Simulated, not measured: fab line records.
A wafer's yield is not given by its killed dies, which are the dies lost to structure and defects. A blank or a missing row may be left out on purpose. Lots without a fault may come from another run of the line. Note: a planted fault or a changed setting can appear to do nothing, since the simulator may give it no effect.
Check for tools in common    flow sky130    12 lots, 36 wafers sampled

== WHAT PROMPTED THE OPENING ==
At SKY_VT_ADJUST_LVTN_TW_MEAS_10 the reading VT_ADJUST_LVTN_TW is flagged on 2 of 12 lots. Wafers without a fault read 242.1, standard deviation 2.5.
Rule: a lot is flagged in two cases, either no wafer of it has a number, or all its wafers with numbers fall more than 4 standard deviations from that mean. The rest of the lots are taken to be sound.

lot   measured      on            VT_ADJUST_LVTN_TW, wafer by wafer  flag
L789  day 6 18:48   filmMetro-02  246.4 245.3 242.2                  
L790  day 7 04:40   filmMetro-01  240.3 239.7 240.7                  
L791  day 7 09:47   filmMetro-02  245.4 244.9 245.4                  
L793  day 8 02:36   filmMetro-03  240.4 240.4 240.9                  
L794  day 8 08:50   filmMetro-01  241.1 239.5 240.4                  
L796  day 8 17:14   filmMetro-01  241.0 240.6 239.9                  
L800  day 10 02:36  filmMetro-03  266.4 268.0 266.9                  FLAGGED
L801  day 10 05:55  filmMetro-02  245.1 245.2 245.9                  
L803  day 10 17:30  filmMetro-02  271.6 271.1 271.3                  FLAGGED
L806  day 11 09:56  filmMetro-01  237.9 238.9 238.1                  
L808  day 12 13:03  filmMetro-03  243.0 241.9 241.9                  
L812  day 13 02:45  filmMetro-02  247.0 243.7 245.9                  
The mean of the flagged lots' numbers is 269.2, +27.1 from the usual (+11 standard deviations).

== WHICH TOOL EACH LOT WENT THROUGH ==
2 process steps preceding the reading are held in the record, out of 708 steps in the route. Every cell lists first the tool, next ch and the chambers used by the sampled wafers, and last the start.
lot   flag     SKY_NWELL_STRIP_14                   SKY_VT_ADJUST_LVTN_IMPLANT_08
L789           plasmaAsher-04 ch 0,1, day 4 12:20   implanter-04 ch 0, day 6 18:33
L790           plasmaAsher-03 ch 0,1, day 4 20:26   implanter-04 ch 0, day 7 04:25
L791           plasmaAsher-03 ch 0,1, day 5 00:02   implanter-03 ch 0, day 7 09:35
L793           plasmaAsher-03 ch 0,1, day 5 14:50   implanter-02 ch 0, day 8 02:21
L794           plasmaAsher-01 ch 0,1, day 5 19:17   implanter-02 ch 0, day 8 08:36
L796           plasmaAsher-04 ch 0,1, day 6 04:55   implanter-04 ch 0, day 8 16:59
L800  FLAGGED  plasmaAsher-01 ch 0,1, day 7 11:16   implanter-04 ch 0, day 10 02:21
L801           plasmaAsher-01 ch 0,1, day 7 13:16   implanter-02 ch 0, day 10 05:41
L803  FLAGGED  plasmaAsher-03 ch 0,1, day 7 23:55   implanter-04 ch 0, day 10 17:17
L806           plasmaAsher-01 ch 1, day 8 14:16     implanter-03 ch 0, day 11 09:42
L808           plasmaAsher-03 ch 0,1, day 9 15:20   implanter-03 ch 0, day 12 12:48
L812           plasmaAsher-03 ch 0,1, day 10 03:27  implanter-04 ch 0, day 13 02:30
These steps, and what they do:
- SKY_NWELL_STRIP_14: strips in O2/N2.
- SKY_VT_ADJUST_LVTN_IMPLANT_08
- SKY_VT_ADJUST_LVTN_TW_MEAS_10

== FLAGGED OVER TOTAL, TOOL BY TOOL (the gauges that took the reading come last) ==
step                           tool            lots run  flagged  share of the flagged lots  sound lots run after its first flagged lot
SKY_NWELL_STRIP_14             plasmaAsher-01  4         1        some                       2 (L801,L806)
SKY_NWELL_STRIP_14             plasmaAsher-03  6         1        some                       2 (L808,L812)
SKY_NWELL_STRIP_14             plasmaAsher-04  2         0        none                       -
SKY_VT_ADJUST_LVTN_IMPLANT_08  implanter-02    3         0        none                       -
SKY_VT_ADJUST_LVTN_IMPLANT_08  implanter-03    3         0        none                       -
SKY_VT_ADJUST_LVTN_IMPLANT_08  implanter-04    6         2        all                        1 (L812)
SKY_VT_ADJUST_LVTN_TW_MEAS_10  filmMetro-01    4         0        none                       -
SKY_VT_ADJUST_LVTN_TW_MEAS_10  filmMetro-02    5         1        some                       1 (L812)
SKY_VT_ADJUST_LVTN_TW_MEAS_10  filmMetro-03    3         1        some                       1 (L808)

== WHAT IS ALLOWED BY THE TABLE ==
All flagged lots share 1 row of the table, namely implanter-04 at SKY_VT_ADJUST_LVTN_IMPLANT_08.
- implanter-04 at SKY_VT_ADJUST_LVTN_IMPLANT_08 ran 6 lots, 2 of them flagged. Sound lots followed the first flagged one (L812) on it, something a lasting fault affecting the whole tool could not allow. Its own readings (doseIonsCm2, faradayCurrentUA) fall more than 4 standard deviations out on all wafers of the flagged lots.
None of the table's rows ran every flagged lot and, after the first, no sound lot.

== WHAT THE SIMULATOR PUT IN ==
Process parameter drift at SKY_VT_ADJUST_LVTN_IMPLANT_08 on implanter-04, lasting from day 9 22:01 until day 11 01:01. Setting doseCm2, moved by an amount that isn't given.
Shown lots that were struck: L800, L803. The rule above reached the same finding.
